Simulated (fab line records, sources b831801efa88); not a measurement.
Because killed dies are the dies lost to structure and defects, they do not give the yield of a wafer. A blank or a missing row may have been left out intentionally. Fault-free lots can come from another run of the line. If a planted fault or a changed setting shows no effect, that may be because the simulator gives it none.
fab line records | flow sky130
record: lots: 12 wafers: 36 last-day: 50
route steps=708 shown VT_ADJUST_NCORE@127 SONOS_ONO@170 PAD_OPEN@708
lots with no fault: from the same line, run without faults
start-h: hours from the record's first day to the start of the lot's first wafer shown | wait-h: hours from the lot's prior step to this one | " identical to the entry in the row above | L1.1+2: a row that stands for several wafers | - no value, or no start given | * or withheld: withheld | < > ~ a bound
route shown NAME@n: NAME is a module with steps in the file, n the number in the route of the first one | usual: the fault-free wafers' mean and standard deviation | same: alike in all rows | chamber/n: place in a boat | sites: per-site readings | _std_site: the values' standard deviation | _edge_site: outer sites' mean less inner sites' | radius-mm: how far each site lies from the wafer's centre | mask NAME#n: copy n | behind: the tool/chamber that last shaped the wafer | hold: the reason the lot was held/the length of the hold in hours/how it ended | device: the transistor (n, p or np) that didn't switch | end of line: the route-end tests of the same wafers | a step given without rows: its recipe and nothing more | killed: at the first sort, the dies lost to defects and structure; wafer yield is something else | map: the dies of a wafer, with x for killed, . for not killed, _ for no die there
set.NAME: the setting the step ran with; set.NAME@STEP: the setting that earlier step ran with | model.NAME: the simulator's own value behind a step, which no gauge read
steps of the route over a sample of lots; a table a step, a row a wafer
services: the hour from which a tool's chamber was out of use, counted from the record's first day as start-h (under 0 if before that day), plus the number of hours and why
== steps ==
step: SKY_VT_ADJUST_NCORE_OVL_MEAS_08
usual: VT_ADJUST_NCORE_OVL: -0.1/1.4
columns lot.wafer tool chamber start-h wait-h VT_ADJUST_NCORE_OVL[nm]
L837.1 overlay-01 - 172.02 0.1 2.1
L837.2 " - " " 0.4
L837.4 " - " " 0.7
L838.1 overlay-02 - 190.46 0.1 0.0
L838.3 " - " " -0.8
L838.6 " - " " 1.7
L839.3 overlay-02 - 207.50 0.1 -0.8
L839.4 " - " " -2.1
L839.6 " - " " -3.2
L840.1 overlay-02 - 211.12 0.1 -1.3
L840.4 " - " " -2.2
L840.5 " - " " -1.3
L842.1 overlay-01 - 225.42 0.1 3.8
L842.4 " - " " 0.1
L842.5 " - " " 1.6
L843.1 overlay-01 - 238.37 0.1 3.1
L843.4 " - " " -0.5
L843.6 " - " " 0.7
L844.1 overlay-02 - 246.42 0.1 1.1
L844.2 " - " " -2.1
L844.5 " - " " -0.4
L846.1 overlay-02 - 247.32 0.1 -1.0
L846.2 " - " " -1.3
L846.6 " - " " -1.1
L847.3 overlay-01 - 249.12 0.1 0.7
L847.4 " - " " -0.3
L847.6 " - " " 2.2
L850.1 overlay-01 - 275.85 0.1 -1.7
L850.4 " - " " -0.1
L850.6 " - " " 0.5
L858.3 overlay-01 - 330.92 0.1 0.7
L858.4 " - " " 1.8
L858.5 " - " " 0.6
L859.1 overlay-01 - 339.00 0.1 -0.4
L859.3 " - " " 1.1
L859.5 " - " " 1.8
step: SKY_SONOS_ONO_CVD_02
recipe: material: Si3N4 precursor: DCS/NH3 target-thk-nm: 10.5 temp-c: 770 time-s: 180 pressure-mtorr: 250
columns lot.wafer tool chamber start-h wait-h
L837.1+2+4 lpcvd-02 1 241.63 2.4
L838.1+3+6 lpcvd-02 1 260.54 0.1
L839.3+4+6 lpcvd-02 1 282.25 2.8
L840.1+4+5 lpcvd-02 1 285.08 1.4
L842.1+4+5 lpcvd-02 0 300.12 0.1
L843.1+4+6 lpcvd-02 0 314.55 0.1
L844.1+2+5 lpcvd-02 1 325.86 0.1
L846.1+2+6 lpcvd-02 1 325.86 0.1
L847.3+4+6 lpcvd-02 0 330.06 1.4
L850.1+4+6 lpcvd-02 1 359.49 1.2
L858.3+4+5 lpcvd-02 1 419.94 1.9
L859.1+3+5 lpcvd-02 0 429.10 0.2
step: SKY_SONOS_ONO_THK_MEAS_03
recipe: reads: Si3N4_of_SONOS_ONO_CVD_02
usual: SONOS_ONO_CVD_02_THK: 10.45/0.13
columns lot.wafer tool chamber start-h wait-h SONOS_ONO_CVD_02_THK[nm]
L837.1 film-metro-03 - 242.68 0.0 10.45
L837.2 " - " " 10.44
L837.4 " - " " 10.50
L838.1 film-metro-03 - 261.59 0.0 10.55
L838.3 " - " " 10.47
L838.6 " - " " 10.50
L839.3 film-metro-03 - 283.32 0.0 10.63
L839.4 " - " " 10.63
L839.6 " - " " 10.51
L840.1 film-metro-02 - 286.13 0.0 10.30
L840.4 " - " " 10.46
L840.5 " - " " 10.37
L842.1 film-metro-04 - 301.17 0.0 10.61
L842.4 " - " " 10.58
L842.5 " - " " 10.57
L843.1 film-metro-04 - 315.60 0.0 10.35
L843.4 " - " " 10.34
L843.6 " - " " 10.27
L844.1 film-metro-03 - 326.91 0.0 10.42
L844.2 " - " " 10.35
L844.5 " - " " 10.47
L846.1 film-metro-04 - 326.97 0.1 10.22
L846.2 " - " " 10.23
L846.6 " - " " 10.22
L847.3 film-metro-02 - 331.13 0.0 10.81
L847.4 " - " " 10.63
L847.6 " - " " 10.76
L850.1 film-metro-02 - 360.54 0.0 10.19
L850.4 " - " " 10.43
L850.6 " - " " 10.34
L858.3 film-metro-02 - 421.01 0.0 11.64
L858.4 " - " " 11.78
L858.5 " - " " 11.66
L859.1 film-metro-04 - 430.15 0.0 11.56
L859.3 " - " " 11.54
L859.5 " - " " 11.66
step: SKY_SONOS_ONO_THK_MEAS_05
recipe: reads: SiO2_of_SONOS_ONO_CVD_04
usual: SONOS_ONO_CVD_04_THK: 5.73/0.12
columns lot.wafer tool chamber start-h wait-h SONOS_ONO_CVD_04_THK[nm]
L837.1 film-metro-02 - 244.62 0.0 5.64
L837.2 " - " " 5.67
L837.4 " - " " 5.71
L838.1 film-metro-02 - 263.53 0.0 5.77
L838.3 " - " " 5.74
L838.6 " - " " 5.73
L839.3 film-metro-04 - 284.63 0.0 5.68
L839.4 " - " " 5.68
L839.6 " - " " 5.79
L840.1 film-metro-03 - 287.44 0.0 5.70
L840.4 " - " " 5.68
L840.5 " - " " 5.77
L842.1 film-metro-02 - 302.48 0.0 5.58
L842.4 " - " " 5.68
L842.5 " - " " 5.59
L843.1 film-metro-02 - 316.91 0.0 5.82
L843.4 " - " " 5.81
L843.6 " - " " 5.73
L844.1 film-metro-04 - 328.22 0.0 5.58
L844.2 " - " " 5.60
L844.5 " - " " 5.67
L846.1 film-metro-02 - 329.47 0.0 5.87
L846.2 " - " " 5.97
L846.6 " - " " 5.85
L847.3 film-metro-03 - 332.44 0.0 5.67
L847.4 " - " " 5.57
L847.6 " - " " 5.74
L850.1 film-metro-02 - 361.85 0.0 5.61
L850.4 " - " " 5.54
L850.6 " - " " 5.55
L858.3 film-metro-04 - 422.32 0.0 5.54
L858.4 " - " " 5.69
L858.5 " - " " 5.64
L859.1 film-metro-04 - 431.46 0.0 5.75
L859.3 " - " " 5.75
L859.5 " - " " 5.74
step: SKY_SONOS_ONO_ETCH_15
recipe: target-depth-nm: 19.52 chemistry: CHF3/O2 source-w: 600 bias-w: 200 pressure-mtorr: 40 chf3-flow-sccm: 50 O2_flow_sccm: 5 time-s: 7.8
usual: drypump-motor-current-A: 5.91/0.27 oes-product-au: 0.999/0.0076 rf-fwd-power-W: 587.7/2.8 throttle-valve-pct: 8.825/0.0092
columns lot.wafer tool chamber start-h wait-h drypump-motor-current-A oes-product-au rf-fwd-power-W rf-hours-counter-h throttle-valve-pct
L837.1 rie-diel-04 2 269.44 0.0 5.84 0.999 588.2 4 8.826
L837.2 " 3 " " 5.50 1.004 585.7 70 8.829
L837.4 " 0 " " 6.31 1.013 584.0 - 8.840
L838.1 rie-diel-01 1 288.84 0.0 5.98 1.002 587.7 49 8.807
L838.3 " 1 " " 5.98 0.987 588.1 - 8.818
L838.6 " 1 " " 5.96 0.990 589.4 - 8.823
L839.3 rie-diel-01 1 310.44 0.0 5.97 1.000 588.3 50 8.816
L839.4 " 0 " " 6.08 1.018 590.8 9 8.828
L839.6 " 0 " " 6.06 1.002 590.8 - 8.832
L840.1 rie-diel-03 3 313.22 0.0 6.21 1.006 584.9 2 8.832
L840.4 " 0 " " 5.54 0.990 589.5 23 8.818
L840.5 " 3 " " 6.21 0.997 585.5 - 8.839
L842.1 rie-diel-03 2 329.00 0.0 5.72 1.007 586.4 93 8.822
L842.4 " 3 " " 6.18 1.011 584.5 2 8.841
L842.5 " 2 " " 5.73 1.004 586.5 - 8.834
L843.1 rie-diel-04 1 343.20 0.0 5.67 1.007 589.8 0 8.815
L843.4 " 0 " " 6.31 1.000 588.4 94 8.830
L843.6 " 1 " " 5.68 0.997 588.9 - 8.821
L844.1 rie-diel-01 1 354.27 0.0 5.94 0.998 590.3 50 8.819
L844.2 " 2 " " 6.31 0.993 588.2 22 8.829
L844.5 " 0 " " 6.12 0.995 590.7 - 8.827
L846.1 rie-diel-01 1 356.34 0.0 5.96 0.993 588.6 50 8.832
L846.2 " 0 " " 6.12 0.996 592.1 9 8.832
L846.6 " 0 " " 6.09 1.003 592.4 - 8.831
L847.3 rie-diel-04 3 359.34 0.0 5.46 1.008 583.0 71 8.835
L847.4 " 1 " " 5.66 1.002 589.2 1 8.829
L847.6 " 3 " " 5.46 1.005 582.8 - 8.816
L850.1 rie-diel-04 3 390.40 0.0 5.50 1.005 584.2 71 8.821
L850.4 " 1 " " 5.65 1.002 590.9 1 8.824
L850.6 " 0 " " 6.34 1.010 589.8 - 8.837
L858.3 rie-diel-04 2 452.79 0.0 5.91 0.990 588.1 7 8.821
L858.4 " 0 " " 6.34 1.012 586.5 96 8.812
L858.5 " 0 " " 6.31 1.017 585.8 - 8.817
L859.1 rie-diel-01 2 460.37 0.0 6.34 0.995 586.1 24 8.840
L859.3 " 0 " " 6.08 1.011 591.9 11 8.829
L859.5 " 2 " " 6.35 1.004 581.7 - 8.821
step: SKY_PAD_OPEN_PROBE_99
usual: killed_at_M0_to_M3: 44/7.4 killed_at_M4_up: 3.2/2 killed-at-contacts: 24/5.1 killed-at-front-end: 15/4.8 killed-at-other: 0.2/0.46 killed-dies: 86/10 killed-on-rim: 17/3.6 killed-open: 47/7.5 killed-short: 39/7
same: gross-dies: 492 killed-at-back-side: 0
columns lot.wafer tool chamber start-h wait-h killed_at_M0_to_M3 killed_at_M4_up killed-at-contacts killed-at-front-end killed-at-other killed-dies killed-on-rim killed-open killed-short
L837.1 prober-01 - 1064.19 0.1 40 5 26 17 1 89 20 47 41
L837.2 prober-01 - 1064.24 0.1 44 3 20 10 0 77 9 45 31
L837.4 prober-01 - 1064.34 0.2 49 3 16 22 0 90 20 58 32
L838.1 prober-02 - 1081.34 0.1 44 1 21 17 0 83 22 42 41
L838.3 prober-02 - 1081.44 0.2 31 2 35 22 0 90 23 45 45
L838.6 prober-02 - 1081.59 0.2 42 3 33 8 0 86 16 53 33
L839.3 prober-01 - 1095.90 0.2 50 1 22 18 0 91 19 55 35
L839.4 prober-01 - 1095.95 0.2 48 1 22 22 0 93 17 52 40
L839.6 prober-01 - 1096.05 0.2 43 1 19 19 2 84 21 57 26
L840.1 prober-01 - 1101.83 0.1 26 7 23 11 0 67 14 32 35
L840.4 prober-01 - 1101.98 0.2 46 1 23 16 0 86 21 55 31
L840.5 prober-01 - 1102.03 0.2 42 3 26 15 0 86 15 45 41
L842.1 prober-02 - 1117.70 0.1 49 7 23 6 0 85 13 43 42
L842.4 prober-02 - 1117.85 0.2 54 3 20 14 0 91 15 47 43
L842.5 prober-02 - 1117.90 0.2 53 9 26 12 1 101 25 50 51
L843.1 prober-01 - 1128.77 0.1 41 3 20 11 0 75 15 37 38
L843.4 prober-01 - 1128.92 0.2 42 4 32 14 0 92 19 47 45
L843.6 prober-01 - 1129.02 0.2 39 3 12 16 0 70 14 41 29
L844.1 prober-01 - 1133.79 0.1 39 5 28 17 0 89 19 48 40
L844.2 prober-01 - 1133.84 0.1 33 1 27 12 0 73 12 51 22
L844.5 prober-01 - 1133.99 0.2 30 4 14 19 0 67 13 40 27
L847.3 prober-02 - 1135.52 0.2 33 2 25 19 0 79 17 39 40
L847.4 prober-02 - 1135.57 0.2 43 0 19 17 1 80 14 49 31
L847.6 prober-02 - 1135.67 0.2 44 5 28 9 0 86 14 34 52
L846.1 prober-01 - 1135.73 0.1 36 3 23 24 0 86 16 49 37
L846.2 prober-01 - 1135.78 0.1 41 2 22 18 0 83 13 49 34
L846.6 prober-01 - 1135.98 0.2 40 4 20 23 0 87 16 46 41
L850.1 prober-02 - 1163.71 0.1 53 0 22 14 0 89 17 49 40
L850.4 prober-02 - 1163.86 0.2 40 5 31 16 1 93 14 39 53
L850.6 prober-02 - 1163.96 0.2 52 4 27 12 0 95 19 42 53
L858.3 prober-02 - 1191.42 0.2 46 1 25 25 0 97 19 51 46
L858.4 prober-02 - 1191.47 0.2 42 0 22 19 0 83 25 45 38
L858.5 prober-02 - 1191.52 0.2 43 3 28 22 0 96 17 46 50
L859.1 prober-01 - 1193.35 0.1 57 6 27 11 0 101 21 58 43
L859.3 prober-01 - 1193.45 0.2 41 4 35 13 0 93 15 47 46
L859.5 prober-01 - 1193.55 0.2 55 2 23 20 0 100 17 52 48
killed by level:class
L837.1 CONTACT:geometric-particle:open=12 VIA1:geometric-particle:open=12 LI_CONTACT:geometric-particle:short=7 FIELD_ISO:geometric-particle:short=6 VIA1:geometric-particle:short=6 METAL2:geometric-particle:short=6 METAL4:geometric-particle:short=4 POLY_GATE:geometric-particle:short=3
L837.2 VIA1:geometric-particle:open=13 CONTACT:geometric-particle:open=8 VIA2:geometric-particle:open=7 METAL2:geometric-particle:short=6 LI_CONTACT:geometric-particle:open=5 LOCAL_INTERCONNECT:geometric-particle:short=5 VIA3:geometric-particle:open=5 VIA1:geometric-particle:short=4
L837.4 VIA1:geometric-particle:open=12 VIA3:geometric-particle:open=12 POLY_GATE:geometric-particle:open=8 LI_CONTACT:geometric-particle:open=7 VIA2:geometric-particle:open=6 POLY_GATE:geometric-particle:short=4 VIA3:geometric-particle:short=4 FIELD_ISO:geometric-particle:open=3
L838.1 VIA1:geometric-particle:open=13 CONTACT:geometric-particle:open=10 METAL1:geometric-particle:short=8 POLY_GATE:geometric-particle:short=6 VIA3:geometric-particle:open=6 CONTACT:geometric-particle:short=5 VIA1:geometric-particle:short=5 POLY_GATE:geometric-particle:open=4
L838.3 CONTACT:geometric-particle:open=12 FIELD_ISO:geometric-particle:short=8 LI_CONTACT:geometric-particle:open=8 POLY_GATE:geometric-particle:short=6 VIA1:geometric-particle:open=6 LOCAL_INTERCONNECT:geometric-particle:short=5 CONTACT:geometric-particle:short=5 POLY_GATE:geometric-particle:open=4
L838.6 CONTACT:geometric-particle:open=13 VIA1:geometric-particle:open=11 LI_CONTACT:geometric-particle:open=9 VIA3:geometric-particle:open=6 VIA2:geometric-particle:open=5 LOCAL_INTERCONNECT:geometric-particle:short=4 CONTACT:geometric-particle:short=4 VIA1:geometric-particle:short=4
L839.3 VIA1:geometric-particle:open=15 CONTACT:geometric-particle:open=9 VIA2:geometric-particle:open=8 METAL1:geometric-particle:short=7 VIA3:geometric-particle:open=6 FIELD_ISO:geometric-particle:open=4 POLY_GATE:geometric-particle:open=4 METAL2:geometric-particle:short=4
L839.4 VIA3:geometric-particle:open=12 CONTACT:geometric-particle:open=10 FIELD_ISO:geometric-particle:short=7 METAL1:geometric-particle:short=7 VIA1:geometric-particle:open=6 FIELD_ISO:geometric-particle:open=4 LI_CONTACT:geometric-particle:open=4 LOCAL_INTERCONNECT:geometric-particle:short=4
L839.6 VIA2:geometric-particle:open=12 FIELD_ISO:geometric-particle:open=8 VIA1:geometric-particle:open=8 LI_CONTACT:geometric-particle:open=7 CONTACT:geometric-particle:open=7 METAL2:geometric-particle:short=7 VIA3:geometric-particle:open=6 FIELD_ISO:geometric-particle:short=5
L840.1 LI_CONTACT:geometric-particle:open=7 CONTACT:geometric-particle:short=5 METAL1:geometric-particle:short=5 METAL4:geometric-particle:short=5 POLY_GATE:geometric-particle:open=4 LOCAL_INTERCONNECT:geometric-particle:short=4 CONTACT:geometric-particle:open=4 VIA1:geometric-particle:open=4
L840.4 VIA2:geometric-particle:open=10 CONTACT:geometric-particle:open=9 LI_CONTACT:geometric-particle:open=8 METAL1:geometric-particle:short=7 VIA1:geometric-particle:open=6 VIA3:geometric-particle:open=6 METAL1:geometric-particle:open=5 VIA1:geometric-particle:short=5
L840.5 CONTACT:geometric-particle:open=12 VIA2:geometric-particle:open=11 POLY_GATE:geometric-particle:short=7 VIA1:geometric-particle:open=7 METAL2:geometric-particle:short=6 CONTACT:geometric-particle:short=5 VIA1:geometric-particle:short=5 POLY_GATE:geometric-particle:open=4
L842.1 VIA2:geometric-particle:open=11 CONTACT:geometric-particle:open=10 VIA1:geometric-particle:open=10 LOCAL_INTERCONNECT:geometric-particle:short=7 METAL4:geometric-particle:short=7 VIA1:geometric-particle:short=6 METAL2:geometric-particle:short=5 LI_CONTACT:geometric-particle:open=4
L842.4 VIA3:geometric-particle:open=12 VIA1:geometric-particle:open=11 VIA2:geometric-particle:open=8 LOCAL_INTERCONNECT:geometric-particle:short=6 CONTACT:geometric-particle:open=6 FIELD_ISO:geometric-particle:short=5 VIA2:geometric-particle:short=5 METAL2:geometric-particle:short=4
L842.5 VIA1:geometric-particle:open=13 VIA2:geometric-particle:open=10 METAL4:geometric-particle:short=9 CONTACT:geometric-particle:open=8 METAL2:geometric-particle:short=8 LI_CONTACT:geometric-particle:open=6 VIA3:geometric-particle:open=6 METAL1:geometric-particle:short=5
L843.1 CONTACT:geometric-particle:open=10 METAL2:geometric-particle:short=9 VIA1:geometric-particle:open=8 VIA3:geometric-particle:open=6 POLY_GATE:geometric-particle:short=4 VIA1:geometric-particle:short=4 VIA2:geometric-particle:open=4 FIELD_ISO:geometric-particle:short=3
L843.4 CONTACT:geometric-particle:open=11 LI_CONTACT:geometric-particle:open=8 CONTACT:geometric-particle:short=7 VIA1:geometric-particle:open=6 VIA2:geometric-particle:open=6 METAL2:geometric-particle:short=6 POLY_GATE:geometric-particle:short=5 VIA3:geometric-particle:open=5
L843.6 VIA1:geometric-particle:open=10 CONTACT:geometric-particle:open=6 VIA2:geometric-particle:open=6 FIELD_ISO:geometric-particle:short=5 METAL1:geometric-particle:short=5 METAL3:geometric-particle:short=5 POLY_GATE:geometric-particle:open=4 FIELD_ISO:geometric-particle:open=3
L844.1 CONTACT:geometric-particle:open=10 METAL2:geometric-particle:short=8 VIA1:geometric-particle:open=7 FIELD_ISO:geometric-particle:open=6 LI_CONTACT:geometric-particle:open=6 METAL1:geometric-particle:short=6 LOCAL_INTERCONNECT:geometric-particle:short=5 VIA3:geometric-particle:open=5
L844.2 LI_CONTACT:geometric-particle:open=11 CONTACT:geometric-particle:open=9 VIA3:geometric-particle:open=7 VIA1:geometric-particle:open=7 VIA2:geometric-particle:open=6 FIELD_ISO:geometric-particle:open=4 CONTACT:geometric-particle:short=4 METAL1:geometric-particle:short=4
L844.5 LI_CONTACT:geometric-particle:open=7 VIA1:geometric-particle:open=6 FIELD_ISO:geometric-particle:open=5 POLY_GATE:geometric-particle:short=5 CONTACT:geometric-particle:open=5 VIA2:geometric-particle:open=5 VIA3:geometric-particle:open=5 POLY_GATE:geometric-particle:open=4
L847.3 CONTACT:geometric-particle:open=11 FIELD_ISO:geometric-particle:short=7 METAL2:geometric-particle:short=7 VIA1:geometric-particle:open=6 VIA3:geometric-particle:open=5 FIELD_ISO:geometric-particle:open=4 LI_CONTACT:geometric-particle:open=4 LOCAL_INTERCONNECT:geometric-particle:short=4
L847.4 LI_CONTACT:geometric-particle:open=11 VIA3:geometric-particle:open=8 VIA1:geometric-particle:open=7 METAL2:geometric-particle:short=7 VIA1:geometric-particle:short=6 VIA2:geometric-particle:open=6 POLY_GATE:geometric-particle:open=5 FIELD_ISO:geometric-particle:short=4
L847.6 CONTACT:geometric-particle:short=9 VIA1:geometric-particle:open=9 VIA1:geometric-particle:short=8 CONTACT:geometric-particle:open=7 METAL2:geometric-particle:short=7 VIA2:geometric-particle:short=5 METAL1:geometric-particle:short=4 LI_CONTACT:geometric-particle:short=4
L846.1 VIA1:geometric-particle:open=12 FIELD_ISO:geometric-particle:open=8 CONTACT:geometric-particle:open=8 FIELD_ISO:geometric-particle:short=6 VIA2:geometric-particle:open=6 CONTACT:geometric-particle:short=5 POLY_GATE:geometric-particle:open=4 METAL2:geometric-particle:short=4
L846.2 VIA1:geometric-particle:open=13 CONTACT:geometric-particle:open=10 FIELD_ISO:geometric-particle:open=8 FIELD_ISO:geometric-particle:short=7 VIA2:geometric-particle:open=6 VIA1:geometric-particle:short=6 LOCAL_INTERCONNECT:geometric-particle:short=5 LI_CONTACT:geometric-particle:open=3
L846.6 VIA1:geometric-particle:open=9 LI_CONTACT:geometric-particle:open=7 FIELD_ISO:geometric-particle:short=6 METAL1:geometric-particle:short=6 METAL2:geometric-particle:short=6 VIA2:geometric-particle:open=6 CONTACT:geometric-particle:open=5 VIA1:geometric-particle:short=5
L850.1 VIA2:geometric-particle:open=12 VIA1:geometric-particle:open=10 METAL2:geometric-particle:short=7 LI_CONTACT:geometric-particle:open=6 LI_CONTACT:geometric-particle:short=6 FIELD_ISO:geometric-particle:short=5 VIA3:geometric-particle:open=5 VIA3:geometric-particle:short=5
L850.4 LI_CONTACT:geometric-particle:open=11 FIELD_ISO:geometric-particle:short=9 VIA1:geometric-particle:open=9 CONTACT:geometric-particle:short=7 METAL1:geometric-particle:short=7 VIA2:geometric-particle:open=6 VIA2:geometric-particle:short=5 LI_CONTACT:geometric-particle:short=4
L850.6 METAL1:geometric-particle:short=9 METAL2:geometric-particle:short=8 LI_CONTACT:geometric-particle:open=8 VIA3:geometric-particle:open=8 CONTACT:geometric-particle:open=7 VIA1:geometric-particle:short=7 VIA2:geometric-particle:open=7 LOCAL_INTERCONNECT:geometric-particle:short=5
L858.3 CONTACT:geometric-particle:open=14 VIA1:geometric-particle:open=9 VIA3:geometric-particle:open=9 METAL1:geometric-particle:short=8 METAL2:geometric-particle:short=7 FIELD_ISO:geometric-particle:short=5 FIELD_ISO:geometric-particle:open=5 POLY_GATE:geometric-particle:short=5
L858.4 VIA1:geometric-particle:open=12 CONTACT:geometric-particle:open=7 FIELD_ISO:geometric-particle:short=5 METAL1:geometric-particle:short=5 LI_CONTACT:geometric-particle:open=5 METAL2:geometric-particle:short=5 VIA2:geometric-particle:open=5 FIELD_ISO:geometric-particle:open=4
L858.5 FIELD_ISO:geometric-particle:short=9 LOCAL_INTERCONNECT:geometric-particle:short=9 CONTACT:geometric-particle:open=9 VIA1:geometric-particle:open=8 METAL3:geometric-particle:short=7 CONTACT:geometric-particle:short=6 FIELD_ISO:geometric-particle:open=5 VIA3:geometric-particle:open=5
L859.1 VIA1:geometric-particle:open=12 VIA2:geometric-particle:open=10 CONTACT:geometric-particle:open=8 LI_CONTACT:geometric-particle:open=7 VIA3:geometric-particle:open=7 METAL1:geometric-particle:short=6 VIA2:geometric-particle:short=6 POLY_GATE:geometric-particle:open=5
L859.3 CONTACT:geometric-particle:open=12 VIA1:geometric-particle:open=9 METAL1:geometric-particle:short=7 LI_CONTACT:geometric-particle:short=6 LI_CONTACT:geometric-particle:open=6 LOCAL_INTERCONNECT:geometric-particle:short=5 METAL2:geometric-particle:short=5 VIA2:geometric-particle:short=4
L859.5 VIA1:geometric-particle:open=13 VIA1:geometric-particle:short=9 CONTACT:geometric-particle:open=7 VIA2:geometric-particle:open=7 LOCAL_INTERCONNECT:geometric-particle:short=6 POLY_GATE:geometric-particle:open=5 POLY_GATE:geometric-particle:short=5 METAL1:geometric-particle:short=5
== services ==
columns tool chamber start-h hours kind
rie-diel-01 - 218.13 1.0 repair
rie-diel-01 3 229.79 9.0 repair
rie-diel-03 3 231.17 - clean
rie-diel-03 3 231.17 17.1 scheduled-down
rie-diel-03 3 231.17 17.1 vent-cycle
rie-diel-03 0 246.22 8.0 repair
rie-diel-04 1 262.77 - clean
rie-diel-04 1 262.77 19.8 scheduled-down
rie-diel-04 1 262.77 19.8 vent-cycle
rie-diel-04 - 285.00 4.9 repair
rie-diel-01 2 286.33 10.1 repair
rie-diel-01 3 287.08 12.8 repair
rie-diel-01 0 287.90 6.0 repair
rie-diel-01 1 294.24 2.1 repair
rie-diel-04 - 302.92 28.1 pm
rie-diel-04 2 338.77 3.4 repair
rie-diel-03 3 347.35 3.2 repair
rie-diel-03 2 366.71 15.3 repair
rie-diel-01 - 372.00 0.4 repair
rie-diel-01 0 385.07 23.5 repair
rie-diel-03 - 412.85 2.8 pm
rie-diel-04 - 432.95 2.8 pm
rie-diel-03 1 458.08 - clean
rie-diel-03 1 458.08 15.4 scheduled-down
== key ==
first-sign: step: SKY_SONOS_ONO_THK_MEAS_03 reading: SONOS_ONO_CVD_02_THK direction: up sigmas: 9.3 usual: 10.45 struck: 11.64
effect none on later readings
met-at SKY_SONOS_ONO_CVD_02
struck-lots L858,L859
tester-left-out L858,L859
not-acting-at SKY_VT_ADJUST_NCORE_OVL_MEAS_08,SKY_SONOS_ONO_THK_MEAS_05,SKY_SONOS_ONO_ETCH_15
onset-between 359.49 419.94
also-fits time
fault: kind: process-parameter-drift tool: lpcvd-02 chamber: - onset-h: 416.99 steps: SKY_SONOS_ONO_CVD_02 channel: time-s offset: * shape: step end-h: 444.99 acts-in: * stated: *
tester-left-out: of these lots the tester's yield and bins aren't shown, on N5 and GAA mostly nor the transistor test; their killed dies are dies lost to structure and defects alone, not to doping, threshold or leakage, so they don't give the yield
